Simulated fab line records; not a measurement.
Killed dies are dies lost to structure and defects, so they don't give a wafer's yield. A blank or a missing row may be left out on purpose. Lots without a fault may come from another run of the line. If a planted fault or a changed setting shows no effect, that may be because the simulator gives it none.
Which tool is to blame? || flow sky130 || Sampling: 24 lots, 72 wafers, 5 of 708 route steps

WHAT EACH GAUGE READ, for each wafer
SKY_CONTACT_THK_MEAS_26: measures by xrf.
{"lot": "L074", "measured": "day 31 04:41", "on": "filmMetro-01", "CONTACT_W_THK (nm)": "335 346 343"}
{"lot": "L075", "measured": "day 32 00:27", "on": "filmMetro-04", "CONTACT_W_THK (nm)": "341 339 337"}
{"lot": "L076", "measured": "day 32 03:08", "on": "filmMetro-02", "CONTACT_W_THK (nm)": "338 332 339"}
{"lot": "L077", "measured": "day 32 10:28", "on": "filmMetro-04", "CONTACT_W_THK (nm)": "343 342 341"}
{"lot": "L078", "measured": "day 32 20:52", "on": "filmMetro-02", "CONTACT_W_THK (nm)": "331 339 329"}
{"lot": "L079", "measured": "day 33 07:56", "on": "filmMetro-01", "CONTACT_W_THK (nm)": "344 350 348"}
{"lot": "L082", "measured": "day 34 03:20", "on": "filmMetro-01", "CONTACT_W_THK (nm)": "343 352 346"}
{"lot": "L081", "measured": "day 34 04:46", "on": "filmMetro-01", "CONTACT_W_THK (nm)": "347 356 356"}
{"lot": "L080", "measured": "day 34 05:50", "on": "filmMetro-02", "CONTACT_W_THK (nm)": "333 334 334"}
{"lot": "L083", "measured": "day 34 17:58", "on": "filmMetro-01", "CONTACT_W_THK (nm)": "349 347 347"}
{"lot": "L084", "measured": "day 35 03:47", "on": "filmMetro-02", "CONTACT_W_THK (nm)": "330 344 332"}
{"lot": "L085", "measured": "day 35 05:42", "on": "filmMetro-01", "CONTACT_W_THK (nm)": "346 359 346"}
{"lot": "L086", "measured": "day 35 14:13", "on": "filmMetro-01", "CONTACT_W_THK (nm)": "347 346 353"}
{"lot": "L087", "measured": "day 35 18:08", "on": "filmMetro-01", "CONTACT_W_THK (nm)": "350 347 354"}
{"lot": "L088", "measured": "day 36 01:17", "on": "filmMetro-02", "CONTACT_W_THK (nm)": "332 328 329"}
{"lot": "L089", "measured": "day 36 10:42", "on": "filmMetro-02", "CONTACT_W_THK (nm)": "333 341 339"}
{"lot": "L090", "measured": "day 36 22:42", "on": "filmMetro-02", "CONTACT_W_THK (nm)": "336 343 336"}
{"lot": "L091", "measured": "day 37 02:59", "on": "filmMetro-01", "CONTACT_W_THK (nm)": "355 344 341"}
{"lot": "L092", "measured": "day 37 06:02", "on": "filmMetro-01", "CONTACT_W_THK (nm)": "342 346 339"}
{"lot": "L093", "measured": "day 37 13:10", "on": "filmMetro-04", "CONTACT_W_THK (nm)": "336 342 339"}
{"lot": "L094", "measured": "day 37 18:13", "on": "filmMetro-01", "CONTACT_W_THK (nm)": "346 342 342"}
{"lot": "L095", "measured": "day 37 22:52", "on": "filmMetro-02", "CONTACT_W_THK (nm)": "344 336 342"}
{"lot": "L096", "measured": "day 38 13:01", "on": "filmMetro-02", "CONTACT_W_THK (nm)": "340 342 337"}
{"lot": "L097", "measured": "day 39 17:53", "on": "filmMetro-01", "CONTACT_W_THK (nm)": "343 347 354"}

SKY_CAP2M_THK_MEAS_01.
{"lot": "L074", "measured": "day 39 08:02", "on": "filmMetro-03", "CAP2M_CVD_00_THK (nm)": "15.18 15.23 15.75"}
{"lot": "L075", "measured": "day 40 01:18", "on": "filmMetro-01", "CAP2M_CVD_00_THK (nm)": "15.28 15.38 15.63"}
{"lot": "L076", "measured": "day 40 04:21", "on": "filmMetro-04", "CAP2M_CVD_00_THK (nm)": "15.60 15.40 15.56"}
{"lot": "L077", "measured": "day 40 10:58", "on": "filmMetro-03", "CAP2M_CVD_00_THK (nm)": "15.78 15.93 15.89"}
{"lot": "L078", "measured": "day 40 18:19", "on": "filmMetro-01", "CAP2M_CVD_00_THK (nm)": "15.14 15.06 15.39"}
{"lot": "L079", "measured": "day 41 05:12", "on": "filmMetro-03", "CAP2M_CVD_00_THK (nm)": "15.47 15.47 15.61"}
{"lot": "L082", "measured": "day 42 06:56", "on": "filmMetro-01", "CAP2M_CVD_00_THK (nm)": "15.09 15.41 15.43"}
{"lot": "L081", "measured": "day 42 07:08", "on": "filmMetro-03", "CAP2M_CVD_00_THK (nm)": "15.14 15.31 15.57"}
{"lot": "L080", "measured": "day 42 08:14", "on": "filmMetro-03", "CAP2M_CVD_00_THK (nm)": "15.36 16.07 15.71"}
{"lot": "L083", "measured": "day 42 13:22", "on": "filmMetro-01", "CAP2M_CVD_00_THK (nm)": "15.50 15.50 15.56"}
{"lot": "L084", "measured": "day 42 15:31", "on": "filmMetro-01", "CAP2M_CVD_00_THK (nm)": "15.17 15.76 15.49"}
{"lot": "L085", "measured": "day 42 19:02", "on": "filmMetro-01", "CAP2M_CVD_00_THK (nm)": "15.42 15.81 15.68"}
{"lot": "L086", "measured": "day 43 00:23", "on": "filmMetro-01", "CAP2M_CVD_00_THK (nm)": "15.27 15.28 15.59"}
{"lot": "L087", "measured": "day 43 07:37", "on": "filmMetro-01", "CAP2M_CVD_00_THK (nm)": "15.49 15.11 15.71"}
{"lot": "L088", "measured": "day 43 12:31", "on": "filmMetro-01", "CAP2M_CVD_00_THK (nm)": "15.51 15.64 15.59"}
{"lot": "L089", "measured": "day 43 19:55", "on": "filmMetro-01", "CAP2M_CVD_00_THK (nm)": "15.13 15.47 15.67"}
{"lot": "L090", "measured": "day 44 09:58", "on": "filmMetro-03", "CAP2M_CVD_00_THK (nm)": "15.10 15.37 15.07"}
{"lot": "L091", "measured": "day 44 15:14", "on": "filmMetro-04", "CAP2M_CVD_00_THK (nm)": "15.20 15.41 15.43"}
{"lot": "L092", "measured": "day 44 15:53", "on": "filmMetro-01", "CAP2M_CVD_00_THK (nm)": "15.28 15.07 15.42"}
{"lot": "L093", "measured": "day 45 06:19", "on": "filmMetro-04", "CAP2M_CVD_00_THK (nm)": "15.32 15.54 15.73"}
{"lot": "L094", "measured": "day 45 09:00", "on": "filmMetro-01", "CAP2M_CVD_00_THK (nm)": "15.30 15.20 15.54"}
{"lot": "L095", "measured": "day 45 11:59", "on": "filmMetro-04", "CAP2M_CVD_00_THK (nm)": "15.75 15.90 15.79"}
{"lot": "L096", "measured": "day 45 14:32", "on": "filmMetro-04", "CAP2M_CVD_00_THK (nm)": "15.30 15.31 15.65"}
{"lot": "L097", "measured": "day 47 02:01", "on": "filmMetro-01", "CAP2M_CVD_00_THK (nm)": "15.38 15.23 15.07"}

SKY_METAL4_OVL_MEAS_14.
{"lot": "L074", "measured": "day 41 07:44", "on": "overlay-01", "METAL4_OVL (nm)": "5 -3 -4"}
{"lot": "L075", "measured": "day 41 22:02", "on": "overlay-02", "METAL4_OVL (nm)": "1 5 2"}
{"lot": "L076", "measured": "day 42 01:09", "on": "overlay-02", "METAL4_OVL (nm)": "-6 1 0"}
{"lot": "L077", "measured": "day 42 08:40", "on": "overlay-02", "METAL4_OVL (nm)": "-7 -2 -4"}
{"lot": "L078", "measured": "day 42 14:23", "on": "overlay-02", "METAL4_OVL (nm)": "-3 -1 -6"}
{"lot": "L079", "measured": "day 43 01:56", "on": "overlay-01", "METAL4_OVL (nm)": "4 -3 -3"}
{"lot": "L082", "measured": "day 44 04:49", "on": "overlay-01", "METAL4_OVL (nm)": "3 1 8"}
{"lot": "L081", "measured": "day 44 05:47", "on": "overlay-02", "METAL4_OVL (nm)": "2 4 1"}
{"lot": "L080", "measured": "day 44 06:14", "on": "overlay-02", "METAL4_OVL (nm)": "9 2 1"}
{"lot": "L083", "measured": "day 44 11:34", "on": "overlay-02", "METAL4_OVL (nm)": "6 0 5"}
{"lot": "L084", "measured": "day 44 13:22", "on": "overlay-02", "METAL4_OVL (nm)": "-4 -3 -2"}
{"lot": "L085", "measured": "day 44 15:26", "on": "overlay-01", "METAL4_OVL (nm)": "-2 8 2"}
{"lot": "L086", "measured": "day 44 21:43", "on": "overlay-01", "METAL4_OVL (nm)": "-6 -6 0"}
{"lot": "L087", "measured": "day 45 05:29", "on": "overlay-02", "METAL4_OVL (nm)": "-6 -3 -6"}
{"lot": "L088", "measured": "day 45 09:44", "on": "overlay-02", "METAL4_OVL (nm)": "-4 -6 -2"}
{"lot": "L089", "measured": "day 45 15:08", "on": "overlay-01", "METAL4_OVL (nm)": "4 5 8"}
{"lot": "L090", "measured": "day 46 06:16", "on": "overlay-02", "METAL4_OVL (nm)": "-3 11 8"}
{"lot": "L091", "measured": "day 46 10:11", "on": "overlay-02", "METAL4_OVL (nm)": "-8 -2 2"}
{"lot": "L092", "measured": "day 46 11:08", "on": "overlay-01", "METAL4_OVL (nm)": "2 -3 -8"}
{"lot": "L093", "measured": "day 46 23:44", "on": "overlay-01", "METAL4_OVL (nm)": "3 9 9"}
{"lot": "L094", "measured": "day 47 03:22", "on": "overlay-02", "METAL4_OVL (nm)": "9 12 8"}
{"lot": "L095", "measured": "day 47 04:23", "on": "overlay-02", "METAL4_OVL (nm)": "-2 -5 -2"}
{"lot": "L096", "measured": "day 47 07:37", "on": "overlay-02", "METAL4_OVL (nm)": "5 -8 5"}
{"lot": "L097", "measured": "day 48 16:53", "on": "overlay-01", "METAL4_OVL (nm)": "-12 -10 -4"}

SKY_VIA4_OVL_MEAS_11.
{"lot": "L074", "measured": "day 42 11:32", "on": "overlay-01", "VIA4_OVL (nm)": "-0.5 -2.3 0.0"}
{"lot": "L075", "measured": "day 42 21:47", "on": "overlay-02", "VIA4_OVL (nm)": "-2.1 -1.1 0.1"}
{"lot": "L076", "measured": "day 43 00:37", "on": "overlay-02", "VIA4_OVL (nm)": "0.2 0.2 -0.3"}
{"lot": "L077", "measured": "day 43 08:56", "on": "overlay-01", "VIA4_OVL (nm)": "1.2 2.4 0.4"}
{"lot": "L078", "measured": "day 43 14:01", "on": "overlay-02", "VIA4_OVL (nm)": "0.9 1.3 -0.3"}
{"lot": "L079", "measured": "day 44 01:29", "on": "overlay-01", "VIA4_OVL (nm)": "-3.0 -0.5 -2.1"}
{"lot": "L082", "measured": "day 45 04:05", "on": "overlay-02", "VIA4_OVL (nm)": "-1.9 1.0 -0.7"}
{"lot": "L081", "measured": "day 45 05:35", "on": "overlay-01", "VIA4_OVL (nm)": "-0.9 -0.7 -1.2"}
{"lot": "L080", "measured": "day 45 05:46", "on": "overlay-02", "VIA4_OVL (nm)": "-1.9 -1.5 -3.7"}
{"lot": "L083", "measured": "day 45 11:08", "on": "overlay-02", "VIA4_OVL (nm)": "-0.5 2.9 -0.4"}
{"lot": "L084", "measured": "day 45 12:35", "on": "overlay-01", "VIA4_OVL (nm)": "0.1 2.7 0.8"}
{"lot": "L085", "measured": "day 45 14:34", "on": "overlay-01", "VIA4_OVL (nm)": "0.3 0.2 2.1"}
{"lot": "L086", "measured": "day 45 20:50", "on": "overlay-01", "VIA4_OVL (nm)": "-1.0 -0.3 0.3"}
{"lot": "L087", "measured": "day 46 04:19", "on": "overlay-01", "VIA4_OVL (nm)": "-0.9 -1.0 -3.2"}
{"lot": "L088", "measured": "day 46 07:29", "on": "overlay-02", "VIA4_OVL (nm)": "0.6 -0.1 1.6"}
{"lot": "L089", "measured": "day 46 13:30", "on": "overlay-01", "VIA4_OVL (nm)": "-0.4 -0.5 -2.1"}
{"lot": "L090", "measured": "day 47 04:05", "on": "overlay-01", "VIA4_OVL (nm)": "0.6 2.1 1.5"}
{"lot": "L091", "measured": "day 47 09:10", "on": "overlay-02", "VIA4_OVL (nm)": "3.0 1.2 1.2"}
{"lot": "L092", "measured": "day 47 09:26", "on": "overlay-02", "VIA4_OVL (nm)": "2.8 -0.8 0.7"}
{"lot": "L093", "measured": "day 47 20:22", "on": "overlay-02", "VIA4_OVL (nm)": "-0.3 -1.0 -0.2"}
{"lot": "L094", "measured": "day 48 00:02", "on": "overlay-02", "VIA4_OVL (nm)": "-0.2 -0.1 1.6"}
{"lot": "L095", "measured": "day 48 02:34", "on": "overlay-01", "VIA4_OVL (nm)": "-0.6 -1.0 0.3"}
{"lot": "L096", "measured": "day 48 05:23", "on": "overlay-02", "VIA4_OVL (nm)": "-1.5 -3.0 -0.2"}
{"lot": "L097", "measured": "day 49 11:13", "on": "overlay-02", "VIA4_OVL (nm)": "-1.4 -1.2 0.1"}

TOOL THAT RAN EACH LOT (tool first, then ch and the chambers of the sampled wafers, then the start)
{"lot": "L074", "SKY_METAL3_ETCH_16": "rieMetal-01 ch 0,1, day 38 03:32"}
{"lot": "L075", "SKY_METAL3_ETCH_16": "rieMetal-01 ch 1, day 38 21:53"}
{"lot": "L076", "SKY_METAL3_ETCH_16": "rieMetal-01 ch 0,1, day 39 00:51"}
{"lot": "L077", "SKY_METAL3_ETCH_16": "rieMetal-02 ch 0, day 39 07:11"}
{"lot": "L078", "SKY_METAL3_ETCH_16": "rieMetal-01 ch 0,1, day 39 14:41"}
{"lot": "L079", "SKY_METAL3_ETCH_16": "rieMetal-02 ch 0,1, day 40 02:01"}
{"lot": "L082", "SKY_METAL3_ETCH_16": "rieMetal-01 ch 0,1, day 40 18:55"}
{"lot": "L081", "SKY_METAL3_ETCH_16": "rieMetal-01 ch 0,1, day 40 20:04"}
{"lot": "L080", "SKY_METAL3_ETCH_16": "rieMetal-01 ch 0,1, day 40 21:08"}
{"lot": "L083", "SKY_METAL3_ETCH_16": "rieMetal-02 ch 0,1, day 41 07:19"}
{"lot": "L084", "SKY_METAL3_ETCH_16": "rieMetal-04 ch 0,1, day 41 12:11"}
{"lot": "L085", "SKY_METAL3_ETCH_16": "rieMetal-02 ch 0,1, day 41 16:41"}
{"lot": "L086", "SKY_METAL3_ETCH_16": "rieMetal-02 ch 0,1, day 41 23:49"}
{"lot": "L087", "SKY_METAL3_ETCH_16": "rieMetal-04 ch 0,1, day 42 05:20"}
{"lot": "L088", "SKY_METAL3_ETCH_16": "rieMetal-01 ch 0, day 42 09:40"}
{"lot": "L089", "SKY_METAL3_ETCH_16": "rieMetal-02 ch 0,1, day 42 18:29"}
{"lot": "L090", "SKY_METAL3_ETCH_16": "rieMetal-01 ch 0,1, day 43 07:53"}
{"lot": "L091", "SKY_METAL3_ETCH_16": "rieMetal-01 ch 0,1, day 43 12:40"}
{"lot": "L092", "SKY_METAL3_ETCH_16": "rieMetal-04 ch 0,1, day 43 13:01"}
{"lot": "L093", "SKY_METAL3_ETCH_16": "rieMetal-01 ch 0,1, day 44 05:11"}
{"lot": "L094", "SKY_METAL3_ETCH_16": "rieMetal-04 ch 1, day 44 07:46"}
{"lot": "L095", "SKY_METAL3_ETCH_16": "rieMetal-04 ch 0,1, day 44 10:38"}
{"lot": "L096", "SKY_METAL3_ETCH_16": "rieMetal-01 ch 0,1, day 44 13:47"}
{"lot": "L097", "SKY_METAL3_ETCH_16": "rieMetal-02 ch 1, day 46 02:52"}
- SKY_METAL3_ETCH_16: etches BARC in N2/H2, stops on SiO2, time 88.2 s, target depth 60 nm.

WHAT THE TOOLS THEMSELVES READ (means of the sampled wafers that have a number; where no wafer has one, the mark that the record gives instead)
SKY_METAL3_ETCH_16.
{"lot": "L074", "tool": "rieMetal-01", "drypumpMotorCurrentA (A)": 5.9, "oesProductAu (a.u.)": 0.623, "throttleValvePct (%)": 13.208}
{"lot": "L075", "tool": "rieMetal-01", "drypumpMotorCurrentA (A)": 6.1, "oesProductAu (a.u.)": 0.623, "throttleValvePct (%)": 13.204}
{"lot": "L076", "tool": "rieMetal-01", "drypumpMotorCurrentA (A)": 5.9, "oesProductAu (a.u.)": 0.625, "throttleValvePct (%)": 13.203}
{"lot": "L077", "tool": "rieMetal-02", "drypumpMotorCurrentA (A)": 5.3, "oesProductAu (a.u.)": 0.626, "throttleValvePct (%)": 13.202}
{"lot": "L078", "tool": "rieMetal-01", "drypumpMotorCurrentA (A)": 5.8, "oesProductAu (a.u.)": 0.629, "throttleValvePct (%)": 13.210}
{"lot": "L079", "tool": "rieMetal-02", "drypumpMotorCurrentA (A)": 5.2, "oesProductAu (a.u.)": 0.632, "throttleValvePct (%)": 13.200}
{"lot": "L082", "tool": "rieMetal-01", "drypumpMotorCurrentA (A)": 5.8, "oesProductAu (a.u.)": 0.628, "throttleValvePct (%)": 13.192}
{"lot": "L081", "tool": "rieMetal-01", "drypumpMotorCurrentA (A)": 5.8, "oesProductAu (a.u.)": 0.628, "throttleValvePct (%)": 13.204}
{"lot": "L080", "tool": "rieMetal-01", "drypumpMotorCurrentA (A)": 5.8, "oesProductAu (a.u.)": 0.624, "throttleValvePct (%)": 13.206}
{"lot": "L083", "tool": "rieMetal-02", "drypumpMotorCurrentA (A)": 5.2, "oesProductAu (a.u.)": 0.626, "throttleValvePct (%)": 13.199}
{"lot": "L084", "tool": "rieMetal-04", "drypumpMotorCurrentA (A)": 6.2, "oesProductAu (a.u.)": 0.626, "throttleValvePct (%)": 13.208}
{"lot": "L085", "tool": "rieMetal-02", "drypumpMotorCurrentA (A)": 5.2, "oesProductAu (a.u.)": 0.626, "throttleValvePct (%)": 13.211}
{"lot": "L086", "tool": "rieMetal-02", "drypumpMotorCurrentA (A)": 5.2, "oesProductAu (a.u.)": 0.627, "throttleValvePct (%)": 13.207}
{"lot": "L087", "tool": "rieMetal-04", "drypumpMotorCurrentA (A)": 6.2, "oesProductAu (a.u.)": 0.628, "throttleValvePct (%)": 13.197}
{"lot": "L088", "tool": "rieMetal-01", "drypumpMotorCurrentA (A)": 5.7, "oesProductAu (a.u.)": 0.622, "throttleValvePct (%)": 13.209}
{"lot": "L089", "tool": "rieMetal-02", "drypumpMotorCurrentA (A)": 5.2, "oesProductAu (a.u.)": 0.623, "throttleValvePct (%)": 13.212}
{"lot": "L090", "tool": "rieMetal-01", "drypumpMotorCurrentA (A)": 5.8, "oesProductAu (a.u.)": 0.624, "throttleValvePct (%)": 13.201}
{"lot": "L091", "tool": "rieMetal-01", "drypumpMotorCurrentA (A)": 5.8, "oesProductAu (a.u.)": 0.629, "throttleValvePct (%)": 13.204}
{"lot": "L092", "tool": "rieMetal-04", "drypumpMotorCurrentA (A)": 6.2, "oesProductAu (a.u.)": 0.626, "throttleValvePct (%)": 13.205}
{"lot": "L093", "tool": "rieMetal-01", "drypumpMotorCurrentA (A)": 6.0, "oesProductAu (a.u.)": 0.628, "throttleValvePct (%)": 13.203}
{"lot": "L094", "tool": "rieMetal-04", "drypumpMotorCurrentA (A)": 6.3, "oesProductAu (a.u.)": 0.624, "throttleValvePct (%)": 13.207}
{"lot": "L095", "tool": "rieMetal-04", "drypumpMotorCurrentA (A)": 6.2, "oesProductAu (a.u.)": 0.626, "throttleValvePct (%)": 13.202}
{"lot": "L096", "tool": "rieMetal-01", "drypumpMotorCurrentA (A)": 6.0, "oesProductAu (a.u.)": 0.627, "throttleValvePct (%)": 13.206}
{"lot": "L097", "tool": "rieMetal-02", "drypumpMotorCurrentA (A)": 5.1, "oesProductAu (a.u.)": 0.631, "throttleValvePct (%)": 13.204}

THE ANSWER, worked out from the rows above alone
Rule: what is usual is taken from the lots themselves. Put in order of their means at a reading, lots are off if they are a third of the lots or fewer, leave a main group of 4 or more, and stand apart from it by a gap of 3 or more times the standard deviation of the main group's means; of several such gaps the widest counts. A main group is skipped when, at the precision printed for the reading in the tables above, its means are all equal. A lot without any number at a reading at which 4 lots or more have one is off too. Any other lot the step has rows for is counted as sound. The gauges are gone through in route order, then the tools' own readings, and for those a lot's mean is taken as printed above. The first step at which some lot is off is used, and at that step the reading that is off furthest; a lot without a number counts as furthest.
No lot is off at any reading shown: from this, nothing can be told.

WHAT HAD BEEN PUT IN BY THE SIMULATOR
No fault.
